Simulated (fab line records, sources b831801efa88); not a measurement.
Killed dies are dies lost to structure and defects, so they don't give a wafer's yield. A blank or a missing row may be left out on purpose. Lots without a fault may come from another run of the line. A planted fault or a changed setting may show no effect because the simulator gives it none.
fab line records | flow sky130
record lots=14 wafers=42 last_day=50
route steps=708 shown VT_ADJUST_LVTN@107 SONOS_TUNNEL@167 LI_CONTACT@374 PAD_OPEN@708
lots that met no fault: from a run of the same line without faults
start_h: hours from the record's first day to the start of the lot's first wafer shown | wait_h: hours since the lot's step before | " the same as in the row above | L1.1+2: a row that stands for several wafers | - no value, or no start given | * or withheld: withheld | < > ~ a bound
route shown NAME@n: a module of which the file shows steps, and the number in the route of the first | usual: mean/standard deviation of fault-free wafers | same: alike in all rows | chamber/n: place in a boat | sites: the reading at each site | _std_site: their standard deviation | _edge_site: outer sites' mean less inner sites' | radius_mm: how far each site lies from the wafer's centre | mask NAME#n: copy n | behind: the tool/chamber that last shaped the wafer | hold: why the lot was held/for how many hours/how that ended | device: the transistor (n, p or np) that didn't switch | end of line: the same wafers' tests at the end of the route | a step without rows: its recipe alone | killed: dies lost to structure and defects at the first sort, not the wafer's yield | map: a wafer's dies, x killed, . not, _ none there
set.NAME: the setting as run; set.NAME@STEP: as run at that earlier step | model.NAME: the simulator's own value behind a step, which no gauge read
steps of the route over a sample of lots; a table a step, a row a wafer
services: from which hour (start_h, from the record's first day; less than 0 if before it) a tool's chamber was out of use, for how many hours, and why
## steps
# step SKY_VT_ADJUST_LVTN_TW_MEAS_10
# usual VT_ADJUST_LVTN_TW=243.1/2.5
# columns lot.wafer tool chamber start_h wait_h VT_ADJUST_LVTN_TW
L512.1 film_metro-01 - 139.49 0.1 240.2
L512.5 " - " " 238.8
L512.6 " - " " 239.2
L513.2 film_metro-02 - 146.77 0.1 244.2
L513.3 " - " " 245.2
L513.6 " - " " 244.4
L514.3 film_metro-02 - 152.41 0.1 245.2
L514.4 " - " " 245.1
L514.6 " - " " 244.1
L515.3 film_metro-02 - 156.76 0.1 245.2
L515.4 " - " " 243.4
L515.5 " - " " 246.2
L516.1 film_metro-01 - 166.49 0.1 241.0
L516.2 " - " " 240.3
L516.3 " - " " 240.0
L518.2 film_metro-03 - 178.60 0.1 245.9
L518.3 " - " " 247.0
L518.6 " - " " 245.1
L523.3 film_metro-01 - 212.13 0.1 239.6
L523.5 " - " " 240.7
L523.6 " - " " 239.9
L524.3 film_metro-02 - 220.56 0.1 245.6
L524.5 " - " " 243.9
L524.6 " - " " 244.6
L525.1 film_metro-01 - 225.51 0.1 239.3
L525.2 " - " " 239.2
L525.5 " - " " 240.3
L530.4 film_metro-03 - 265.72 0.1 244.6
L530.5 " - " " 245.5
L530.6 " - " " 245.3
L531.2 film_metro-01 - 269.97 0.1 239.7
L531.5 " - " " 240.1
L531.6 " - " " 239.6
L533.3 film_metro-01 - 284.68 0.1 241.2
L533.4 " - " " 240.7
L533.6 " - " " 240.7
L534.4 film_metro-02 - 288.22 0.1 244.7
L534.5 " - " " 242.4
L534.6 " - " " 243.2
L535.2 film_metro-02 - 294.67 0.1 243.2
L535.3 " - " " 243.2
L535.4 " - " " 242.7
# step SKY_SONOS_TUNNEL_CLEAN_13
# recipe chemistry=dHF time_s=20 dilution=100:1 dry=ipa_marangoni
# usual time_s=20/0
# columns lot.wafer tool chamber start_h wait_h time_s
L512.1 wet_bench-02 1 247.73 0.1 20
L512.5 " 1 " " 20
L512.6 " 1 " " 20
L513.2 wet_bench-03 1 257.70 0.0 20
L513.3 " 1 " " 20
L513.6 " 1 " " 20
L514.3 wet_bench-04 0 261.66 0.0 20
L514.4 " 0 " " 20
L514.6 " 0 " " 20
L515.3 wet_bench-02 3 268.34 0.0 20
L515.4 " 3 " " 20
L515.5 " 3 " " 20
L516.1 wet_bench-04 1 280.75 0.1 20
L516.2 " 1 " " 20
L516.3 " 1 " " 20
L518.2 wet_bench-02 3 295.56 0.0 20
L518.3 " 3 " " 20
L518.6 " 3 " " 20
L523.3 wet_bench-02 0 333.99 0.0 -
L523.5 " 0 " " -
L523.6 " 0 " " -
L524.3 wet_bench-04 1 343.48 0.0 -
L524.5 " 1 " " -
L524.6 " 1 " " -
L525.1 wet_bench-02 1 348.23 0.1 20
L525.2 " 1 " " 20
L525.5 " 1 " " 20
L530.4 wet_bench-04 2 396.74 0.0 20
L530.5 " 2 " " 20
L530.6 " 2 " " 20
L531.2 wet_bench-04 3 400.23 0.0 20
L531.5 " 3 " " 20
L531.6 " 3 " " 20
L533.3 wet_bench-02 3 419.63 0.0 20
L533.4 " 3 " " 20
L533.6 " 3 " " 20
L534.4 wet_bench-02 1 424.30 0.0 20
L534.5 " 1 " " 20
L534.6 " 1 " " 20
L535.2 wet_bench-02 0 432.05 0.0 20
L535.3 " 0 " " 20
L535.4 " 0 " " 20
# step SKY_LI_CONTACT_CD_MEAS_12
# recipe target_cd_nm=170
# usual cd_nm=170.2/1.6
# columns lot.wafer tool chamber start_h wait_h cd_nm
L512.1 cd_sem-01 - 672.26 - 169.0
L512.5 " - " " 169.6
L512.6 " - " " 170.0
L513.2 cd_sem-01 - 679.64 - 170.1
L513.3 " - " " 170.7
L513.6 " - " " 171.1
L514.3 cd_sem-01 - 691.74 - 168.6
L514.4 " - " " 170.0
L514.6 " - " " 169.0
L515.3 cd_sem-02 - 699.70 - 171.1
L515.4 " - " " 170.6
L515.5 " - " " 170.1
L516.1 cd_sem-01 - 708.52 - 168.9
L516.2 " - " " 169.1
L516.3 " - " " 170.8
L518.2 cd_sem-01 - 736.77 - 171.1
L518.3 " - " " 172.6
L518.6 " - " " 171.4
L523.3 cd_sem-02 - 757.84 - 171.3
L523.5 " - " " 168.9
L523.6 " - " " 171.1
L524.3 cd_sem-02 - 765.80 - 170.7
L524.5 " - " " 170.4
L524.6 " - " " 169.4
L525.1 cd_sem-02 - 774.36 - 168.9
L525.2 " - " " 170.4
L525.5 " - " " 166.8
L530.4 cd_sem-02 - 827.41 - 173.6
L530.5 " - " " 172.3
L530.6 " - " " 173.6
L531.2 cd_sem-02 - 828.68 - 169.6
L531.5 " - " " 170.7
L531.6 " - " " 171.2
L533.3 cd_sem-02 - 836.30 - 172.8
L533.4 " - " " 171.1
L533.6 " - " " 172.9
L534.4 cd_sem-01 - 840.88 - 168.1
L534.5 " - " " 165.3
L534.6 " - " " 166.9
L535.2 cd_sem-01 - 848.87 - 169.7
L535.3 " - " " 169.5
L535.4 " - " " 170.3
# step SKY_LI_CONTACT_CMP_24
# recipe stop_on=PSG t_overpolish_s=20 down_force_psi=3.5 platen_rpm=60 target_thk_nm=0 pad_velocity_m_s=0.94248
# usual motor_current_A=10.8/1.2 overpolish_run_s=19.999/0.0098 time_to_endpoint_s=97/4.5
# columns lot.wafer tool chamber start_h wait_h motor_current_A overpolish_run_s time_to_endpoint_s
L512.1 cmp-02 0 673.46 0.1 10.7 20.019 98
L512.6 " 3 " " 13.0 19.994 103
L512.5 " 0 " " 10.9 19.977 104
L513.2 cmp-01 1 680.64 0.0 12.8 20.007 95
L513.3 " 2 " " 10.8 19.990 103
L513.6 " 2 " " 10.6 19.990 102
L514.4 cmp-01 0 692.72 0.0 10.5 20.001 92
L514.3 " 3 " " 9.1 19.997 100
L514.6 " 1 " " 12.0 20.007 96
L515.3 cmp-01 1 700.78 0.1 13.3 20.022 99
L515.4 " 2 " " 10.1 19.995 101
L515.5 " 0 " " 10.3 19.992 94
L516.1 cmp-01 1 709.63 0.1 11.4 20.001 97
L516.2 " 2 " " 11.0 19.999 100
L516.3 " 3 " " 9.3 20.005 95
L518.2 cmp-01 1 737.82 0.1 12.3 19.995 95
L518.3 " 3 " " 9.2 19.998 93
L518.6 " 1 " " 11.9 20.010 95
L523.3 cmp-02 1 758.92 0.1 10.0 20.011 98
L523.5 " 3 " " 12.8 19.993 97
L523.6 " 0 " " 10.2 20.004 97
L524.3 cmp-01 2 766.93 0.2 10.7 20.003 105
L524.5 " 3 " " 8.8 20.008 99
L524.6 " 0 " " 10.9 20.013 89
L525.1 cmp-01 3 775.38 0.1 9.0 19.998 98
L525.2 " 0 " " 10.1 19.993 96
L525.5 " 0 " " 11.0 20.007 91
L530.4 cmp-02 1 828.42 0.1 10.8 20.007 98
L530.5 " 0 " " 11.1 19.995 102
L530.6 " 1 " " 11.3 20.007 99
L531.2 cmp-01 3 829.73 0.1 9.1 19.993 99
L531.6 " 2 " " 10.1 19.991 102
L531.5 " 3 " " 9.0 20.000 101
L533.3 cmp-02 1 837.28 0.0 9.9 19.990 97
L533.4 " 2 " " 10.6 20.015 107
L533.6 " 2 " " 11.0 19.984 107
L534.4 cmp-01 1 841.94 0.1 12.1 19.999 99
L534.6 " 3 " " 9.0 19.995 97
L534.5 " 0 " " 10.7 19.997 91
L535.3 cmp-01 1 849.92 0.1 12.5 19.993 95
L535.4 " 2 " " 10.6 19.992 100
L535.2 " 3 " " 9.3 19.976 93
# step SKY_PAD_OPEN_PROBE_99
# usual killed_at_M0_to_M3=44/6.4 killed_at_M4_up=3.0/1.8 killed_at_contacts=24/5 killed_at_front_end=16/4.3 killed_at_other=0.4/0.76 killed_dies=88/8.6 killed_open=47/7.2 killed_short=40/5.5
# same gross_dies=492 killed_at_back_side=0
# columns lot.wafer tool chamber start_h wait_h killed_at_M0_to_M3 killed_at_M4_up killed_at_contacts killed_at_front_end killed_at_other killed_dies killed_open killed_short
L523.5 prober-02 - 1134.41 0.2 50 3 21 22 0 96 47 47
L523.6 prober-02 - 1134.46 0.2 47 2 26 14 1 90 46 44
L524.3 prober-01 - 1139.32 0.2 56 3 20 15 3 97 43 50
L524.5 prober-01 - 1139.42 0.2 53 3 23 11 4 94 48 42
L524.6 prober-01 - 1139.47 0.2 38 4 19 16 1 78 48 27
L525.1 prober-02 - 1142.95 0.1 37 1 32 9 0 79 38 41
L525.2 prober-02 - 1143.00 0.1 38 3 31 12 1 85 40 45
L525.5 prober-02 - 1143.15 0.2 48 2 22 18 1 91 46 45
# killed by level:class
L523.5 VIA1:geometric_particle:open=11 METAL2:geometric_particle:short=8 VIA3:geometric_particle:open=8 FIELD_ISO:geometric_particle:short=7 CONTACT:geometric_particle:open=7 VIA2:geometric_particle:open=5 POLY_GATE:geometric_particle:open=5 LOCAL_INTERCONNECT:geometric_particle:short=5
L523.6 VIA1:geometric_particle:open=14 METAL2:geometric_particle:short=9 LI_CONTACT:geometric_particle:open=7 LOCAL_INTERCONNECT:geometric_particle:short=7 CONTACT:geometric_particle:open=6 FIELD_ISO:geometric_particle:open=4 FIELD_ISO:geometric_particle:short=4 METAL1:geometric_particle:short=4
L524.3 VIA1:geometric_particle:open=16 VIA1:geometric_particle:short=9 VIA2:geometric_particle:open=7 METAL2:geometric_particle:short=7 LI_CONTACT:geometric_particle:open=6 LI_CONTACT:geometric_particle:short=6 FIELD_ISO:geometric_particle:short=4 METAL1:geometric_particle:short=4
L524.5 VIA1:geometric_particle:open=14 VIA1:geometric_particle:short=9 CONTACT:geometric_particle:open=8 VIA2:geometric_particle:open=8 METAL2:geometric_particle:short=6 LI_CONTACT:geometric_particle:open=5 FIELD_ISO:geometric_particle:short=4 FIELD_ISO:geometric_particle:open=4
L524.6 VIA1:geometric_particle:open=9 CONTACT:geometric_particle:open=7 FIELD_ISO:geometric_particle:open=6 METAL1:geometric_particle:open=5 METAL1:geometric_particle:short=5 VIA2:geometric_particle:open=4 VIA3:geometric_particle:open=4 LI_CONTACT:geometric_particle:open=3
L525.1 CONTACT:geometric_particle:open=8 METAL1:geometric_particle:short=8 LOCAL_INTERCONNECT:geometric_particle:short=7 CONTACT:geometric_particle:short=7 VIA1:geometric_particle:short=7 VIA3:geometric_particle:open=6 LI_CONTACT:geometric_particle:open=5 VIA1:geometric_particle:open=4
L525.2 CONTACT:geometric_particle:open=10 VIA2:geometric_particle:open=9 CONTACT:geometric_particle:short=8 METAL2:geometric_particle:short=7 FIELD_ISO:geometric_particle:short=5 LI_CONTACT:geometric_particle:open=5 VIA1:geometric_particle:open=5 METAL3:geometric_particle:short=5
L525.5 VIA1:geometric_particle:open=10 VIA2:geometric_particle:open=10 LI_CONTACT:geometric_particle:open=8 METAL1:geometric_particle:short=7 CONTACT:geometric_particle:open=6 POLY_GATE:geometric_particle:short=6 METAL3:geometric_particle:short=6 LOCAL_INTERCONNECT:geometric_particle:short=5
## services
# columns tool chamber start_h hours kind
cmp-02 - 232.00 4.0 pm
cmp-01 - 234.44 2.6 repair
cmp-01 - 240.62 0.4 repair
cmp-02 - 249.19 0.4 repair
cmp-01 - 250.54 1.6 repair
cmp-02 - 321.99 4.4 repair
cmp-01 - 379.44 0.8 repair
wet_bench-02 - 382.39 3.0 repair
cmp-01 - 394.03 4.4 repair
cmp-01 - 401.74 1.0 repair
cmp-01 - 404.00 4.0 pm
wet_bench-04 - 411.58 4.5 repair
cmp-01 - 424.61 12.7 pm
cmp-01 - 443.11 1.0 repair
cmp-01 - 515.74 0.3 repair
cmp-01 - 557.74 0.8 repair
cmp-01 - 581.47 5.8 pm
wet_bench-02 - 588.62 20.2 repair
cmp-01 - 609.83 2.4 repair
cmp-01 - 617.58 3.5 pm
cmp-01 - 639.21 1.2 repair
cmp-01 - 728.64 2.7 repair
cmp-01 - 744.03 4.0 pm
wet_bench-04 - 788.76 2.3 repair
## key
first_sign step=SKY_SONOS_TUNNEL_CLEAN_13 reading=tool_record direction=missing
effect none on later readings
met_at SKY_SONOS_TUNNEL_CLEAN_13
struck_lots L523,L524
tester_left_out L523,L524
not_acting_at SKY_VT_ADJUST_LVTN_TW_MEAS_10,SKY_LI_CONTACT_CD_MEAS_12,SKY_LI_CONTACT_CMP_24
onset_between 295.56 333.99
fault kind=skipped_step_whole tool=wet_bench-02,wet_bench-04 chamber=- onset_h=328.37 steps=SKY_SONOS_TUNNEL_CLEAN_13 scope=struck_lots_only
# tester_left_out: of these lots the tester's yield and bins aren't shown, on N5 and GAA mostly nor the transistor test; their killed dies are dies lost to structure and defects alone, not to doping, threshold or leakage, so they don't give the yield
